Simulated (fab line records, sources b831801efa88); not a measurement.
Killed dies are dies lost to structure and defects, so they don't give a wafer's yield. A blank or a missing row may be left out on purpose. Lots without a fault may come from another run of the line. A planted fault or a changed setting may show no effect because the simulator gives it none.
fab line records | flow sfq_line
record lots=6 wafers=18 last_day=91
route steps=325 shown M1@62 I1@73
lots that met no fault: from a run of the same line without faults
start_h: hours from the record's first day to the start of the lot's first wafer shown | wait_h: hours since the lot's step before | " the same as in the row above | L1.1+2: a row that stands for several wafers | - no value, or no start given | * or withheld: withheld | < > ~ a bound
route shown NAME@n: a module of which the file shows steps, and the number in the route of the first | usual: mean/standard deviation of fault-free wafers | same: alike in all rows | chamber/n: place in a boat | sites: the reading at each site | _std_site: their standard deviation | _edge_site: outer sites' mean less inner sites' | radius_mm: how far each site lies from the wafer's centre | mask NAME#n: copy n | behind: the tool/chamber that last shaped the wafer | hold: why the lot was held/for how many hours/how that ended | device: the transistor (n, p or np) that didn't switch | end of line: the same wafers' tests at the end of the route | a step without rows: its recipe alone | killed: dies lost to structure and defects at the first sort, not the wafer's yield | map: a wafer's dies, x killed, . not, _ none there
set.NAME: the setting as run; set.NAME@STEP: as run at that earlier step | model.NAME: the simulator's own value behind a step, which no gauge read
lots at some steps of the route; a table a step, a row a wafer
services: from which hour (start_h, from the record's first day; less than 0 if before it) a tool's chamber was out of use, for how many hours, and why
## steps
# step SFQ_TRILAYER_M1_LITHO_COAT_044
# recipe resist=BARC spin_rpm=3000 resist_thk_nm=62
# step SFQ_TRILAYER_M1_LITHO_COAT_039
# recipe resist=KrF spin_rpm=3000 resist_thk_nm=600
# step SFQ_TRILAYER_M1_LITHO_SOFTBAKE_043
# recipe temp_c=withheld time_s=withheld resist=KrF
# step SFQ_TRILAYER_M1_LITHO_EXPOSE_040
# recipe mask_id=M1 na=0.6 source_shape=conventional sigma_outer=0.65 target_cd_nm=500 dose_mj=14.4
# step SFQ_TRILAYER_M1_LITHO_PEB_042
# recipe peb_temp_c=115 peb_time_s=60 resist=KrF
# step SFQ_TRILAYER_M1_LITHO_DEVELOP_041
# recipe time_s=60 resist=KrF
# step SFQ_M1_OVL_MEAS_911
# usual M1_OVL=-3/6.7
# columns lot.wafer tool chamber start_h wait_h M1_OVL[nm]
L525.2 overlay-01 - 619.79 0.1 -18
L525.3 " - " " -16
L525.5 " - " " -14
L530.1 overlay-02 - 636.71 0.1 -2
L530.2 " - " " -1
L530.5 " - " " 3
L537.3 overlay-01 - 709.10 0.1 13
L537.4 " - " " 10
L537.6 " - " " 7
L538.1 overlay-01 - 718.68 0.1 -9
L538.4 " - " " -12
L538.6 " - " " -9
L545.2 overlay-01 - 787.98 0.1 0
L545.3 " - " " -3
L545.4 " - " " -3
L546.1 overlay-01 - 802.50 0.1 2
L546.4 " - " " -1
L546.6 " - " " -2
# step SFQ_TRILAYER_M1_BARC_OPEN_METAL_ETCH_054
# recipe mask_material=PR chemistry=O2 target_depth_nm=125 target=BARC icp_w=600 bias_w=80 pressure_mtorr=10 time_s=41.7
# usual drypump_motor_current_A=6.0/0.49 oes_product_au=0.686/0.0045
# columns lot.wafer tool chamber start_h wait_h drypump_motor_current_A oes_product_au rf_hours_counter_h
L525.2 rie_metal-02 0 619.82 0.0 6.3 0.683 121
L525.3 " 1 " " 5.1 0.689 -
L525.5 " 0 " " 6.3 0.693 -
L530.1 rie_metal-04 1 636.74 0.0 6.2 0.675 29
L530.2 " 0 " " 6.2 0.689 87
L530.5 " 1 " " 6.2 0.677 -
L537.3 rie_metal-02 1 709.14 0.0 5.1 0.687 -
L537.4 " 0 " " 6.3 0.688 -
L537.6 " 1 " " 5.0 0.680 -
L538.1 rie_metal-02 1 718.72 0.0 5.1 0.686 65
L538.4 " 1 " " 5.1 0.691 -
L538.6 " 1 " " 5.1 0.677 -
L545.2 rie_metal-01 0 788.01 0.0 5.5 0.689 43
L545.3 " 1 " " 6.6 0.693 -
L545.4 " 0 " " 5.5 0.696 -
L546.1 rie_metal-02 1 802.54 0.0 5.1 0.687 76
L546.4 " 1 " " 5.1 0.685 -
L546.6 " 1 " " 5.1 0.680 -
# step SFQ_TRILAYER_M1_ETCH_METAL_ETCH_042
# recipe target=Nb stop_on=SiO2 mask_material=PR chemistry=Cl2/Ar target_depth_nm=240 icp_w=616.5 bias_w=80 pressure_mtorr=10 time_s=120
# usual drypump_motor_current_A=6.0/0.49 oes_product_au=0.894/0.0085
# columns lot.wafer tool chamber start_h wait_h drypump_motor_current_A oes_product_au rf_hours_counter_h
L525.2 rie_metal-02 0 619.88 0.0 6.3 0.887 121
L525.3 " 1 " " 5.1 0.880 -
L525.5 " 0 " " 6.3 0.894 -
L530.1 rie_metal-04 1 636.80 0.0 6.2 0.894 29
L530.2 " 0 " " 6.2 0.889 87
L530.5 " 1 " " 6.2 0.895 -
L537.3 rie_metal-02 1 709.22 0.1 5.1 0.896 -
L537.4 " 0 " " 6.3 0.913 -
L537.6 " 1 " " 5.1 0.897 -
L538.1 rie_metal-02 1 718.78 0.0 5.1 0.895 66
L538.4 " 1 " " 5.1 0.902 -
L538.6 " 1 " " 5.1 0.895 -
L545.2 rie_metal-01 0 788.07 0.0 5.5 0.876 43
L545.3 " 1 " " 6.5 0.873 -
L545.4 " 0 " " 5.5 0.887 -
L546.1 rie_metal-02 1 802.66 0.1 5.1 0.888 76
L546.4 " 1 " " 5.1 0.879 -
L546.6 " 1 " " 5.1 0.890 -
# step SFQ_TRILAYER_M1_STRIP_STRIP_043
# recipe gas=O2 power_w=200 platen_temp_c=40 overash_fraction=0.65 chemistry=O2 pressure_mtorr=50
# usual drypump_motor_current_A=6.0/0.49 oes_product_au=1.006/0.0098
# columns lot.wafer tool chamber start_h wait_h drypump_motor_current_A oes_product_au rf_hours_counter_h
L525.2 rie_metal-02 0 620.00 0.1 6.3 0.994 121
L525.3 " 1 " " 5.1 1.008 -
L525.5 " 0 " " 6.3 0.994 -
L530.1 rie_metal-04 1 636.93 0.1 6.2 1.021 29
L530.2 " 0 " " 6.2 1.013 87
L530.5 " 1 " " 6.2 1.007 -
L537.3 rie_metal-02 1 709.50 0.2 5.1 1.014 -
L537.4 " 0 " " 6.3 1.002 -
L537.6 " 1 " " 5.1 1.007 -
L538.1 rie_metal-02 1 718.90 0.1 5.1 1.006 66
L538.4 " 1 " " 5.1 1.006 -
L538.6 " 1 " " 5.1 1.007 -
L545.2 rie_metal-01 0 788.20 0.1 5.5 1.005 43
L545.3 " 1 " " 6.6 0.999 -
L545.4 " 0 " " 5.5 1.002 -
L546.1 rie_metal-02 1 802.91 0.2 5.1 1.007 76
L546.4 " 1 " " 5.1 1.012 -
L546.6 " 1 " " 5.1 1.011 -
# step SFQ_TRILAYER_M1_STRIP_SOLV_CLEAN_044
# recipe chemistry=NMP temp_c=70 time_s=600
# step SFQ_TRILAYER_I1_DEP_PECVD_045
# recipe material=SiO2 temp_c=150 time_s=111.11 pressure_torr=2.4 rf_w=183.3 precursor=SiH4/N2O target_thk_nm=500
# usual heater_power_w=82/9.8 showerhead_vpp_V=834/30 throttle_valve_pct=24.3/1.2
# columns lot.wafer tool chamber start_h wait_h heater_power_w showerhead_vpp_V throttle_valve_pct
L525.2 pecvd-04 0 620.79 0.0 71 851 23.6
L525.3 " 2 " " 93 867 23.1
L525.5 " 1 " " 82 849 22.8
L530.1 pecvd-01 2 637.70 0.0 80 822 25.8
L530.2 " 1 " " 100 887 24.9
L530.5 " 2 " " 83 784 25.9
L537.3 pecvd-04 0 710.08 0.0 66 834 23.8
L537.4 " 0 " " 68 836 24.1
L537.6 " 2 " " 85 881 23.1
L538.1 pecvd-04 2 719.68 0.0 91 876 23.2
L538.4 " 1 " " 82 857 23.4
L538.6 " 0 " " 67 830 23.8
L545.2 pecvd-04 0 788.97 0.0 64 825 24.3
L545.3 " 0 " " 66 818 24.4
L545.4 " 1 " " 83 833 24.0
L546.1 pecvd-01 0 804.28 0.0 95 820 26.4
L546.4 " 1 " " 95 882 24.9
L546.6 " 0 " " 99 823 26.4
# step SFQ_TRILAYER_I1_CMP_CMP_046
# recipe material=SiO2 down_force_psi=3 platen_rpm=60 pad_velocity_m_s=0.94248
# usual motor_current_A=10.8/0.94 platen_rpm=60.00/0.042 time_to_endpoint_s=218/7.8
# columns lot.wafer tool chamber start_h wait_h motor_current_A platen_rpm time_to_endpoint_s
L525.3 cmp-02 1 629.72 8.9 9.6 60.00 207
L525.2 " 0 631.22 10.4 11.6 59.98 213
L525.5 " 2 632.22 11.3 10.9 59.95 222
L530.2 cmp-02 1 644.72 7.0 10.1 60.01 209
L530.1 " 2 " " 10.9 59.99 205
L530.5 " 1 646.72 8.9 10.3 60.00 212
L537.4 cmp-02 0 710.66 0.5 11.2 66.04 214
L537.3 " 2 711.66 1.5 11.5 66.01 196
L537.6 " 3 " " 11.6 66.01 204
L538.1 cmp-02 1 720.26 0.5 9.7 66.02 203
L538.4 " 2 " " 10.9 65.96 209
L538.6 " 1 722.26 2.5 9.6 66.08 219
L545.4 cmp-01 0 795.52 6.5 11.3 59.99 229
L545.3 " 2 796.52 7.5 8.8 59.96 225
L545.2 " 3 " " 12.5 59.98 212
L546.4 cmp-02 1 811.60 7.2 9.9 60.03 222
L546.1 " 2 " " 10.9 59.94 216
L546.6 " 0 813.10 8.7 11.7 60.04 225
# step SFQ_I1_BOW_MEAS_912
# recipe mode=bow
# usual I1_BOW=2/7
# columns lot.wafer tool chamber start_h wait_h I1_BOW[um]
L525.2 film_metro-03 - 632.74 1.0 2
L525.3 " - " " -3
L525.5 " - " " 1
L530.1 film_metro-04 - 647.72 2.0 4
L530.2 " - " " 9
L530.5 " - " " 15
L537.3 film_metro-03 - 713.20 1.0 6
L537.4 " - " " -4
L537.6 " - " " -3
L538.1 film_metro-02 - 722.76 2.0 0
L538.4 " - " " 2
L538.6 " - " " 0
L545.2 film_metro-04 - 798.54 1.0 2
L545.3 " - " " -1
L545.4 " - " " 4
L546.1 film_metro-03 - 813.60 1.0 0
L546.4 " - " " 8
L546.6 " - " " 13
## services
# columns tool chamber start_h hours kind
rie_metal-04 - 599.17 0.8 repair
rie_metal-04 - 602.17 0.3 repair
cmp-02 - 604.01 13.3 pm
cmp-01 - 622.85 6.7 pm
pecvd-01 1 625.50 2.9 repair
pecvd-01 - 631.57 5.5 pm
rie_metal-02 - 641.13 10.0 pm
cmp-01 - 653.04 2.3 repair
rie_metal-04 0 667.27 3.8 repair
cmp-02 - 672.71 2.8 pm
rie_metal-04 - 673.15 1.4 pm
cmp-02 - 674.96 1.3 repair
cmp-01 - 691.82 2.1 repair
pecvd-04 2 720.37 5.7 repair
cmp-01 - 743.22 1.2 repair
cmp-02 - 746.81 4.0 pm
cmp-01 - 762.62 2.9 repair
pecvd-04 2 767.59 49.1 repair
cmp-01 - 784.97 1.5 repair
rie_metal-04 - 789.94 2.1 repair
pecvd-01 1 790.12 12.2 repair
rie_metal-02 0 793.35 - clean
rie_metal-02 0 793.35 19.0 scheduled_down
cmp-01 - 800.92 0.5 repair
## key
first_sign step=SFQ_TRILAYER_I1_CMP_CMP_046 reading=platen_rpm direction=up sigmas=99+ usual=60.00 struck=66.02
effect none on later readings
met_at SFQ_TRILAYER_I1_CMP_CMP_046
struck_wafers L537.3,L537.4,L537.6,L538.1,L538.4,L538.6
onset_between 644.72 710.66
fault kind=process_parameter_drift tool=cmp-02 chamber=- onset_h=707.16 steps=SFQ_TRILAYER_I1_CMP_CMP_046 channel=platen_rpm offset=6 shape=step end_h=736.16 acts_in=these_recipes_only stated=60
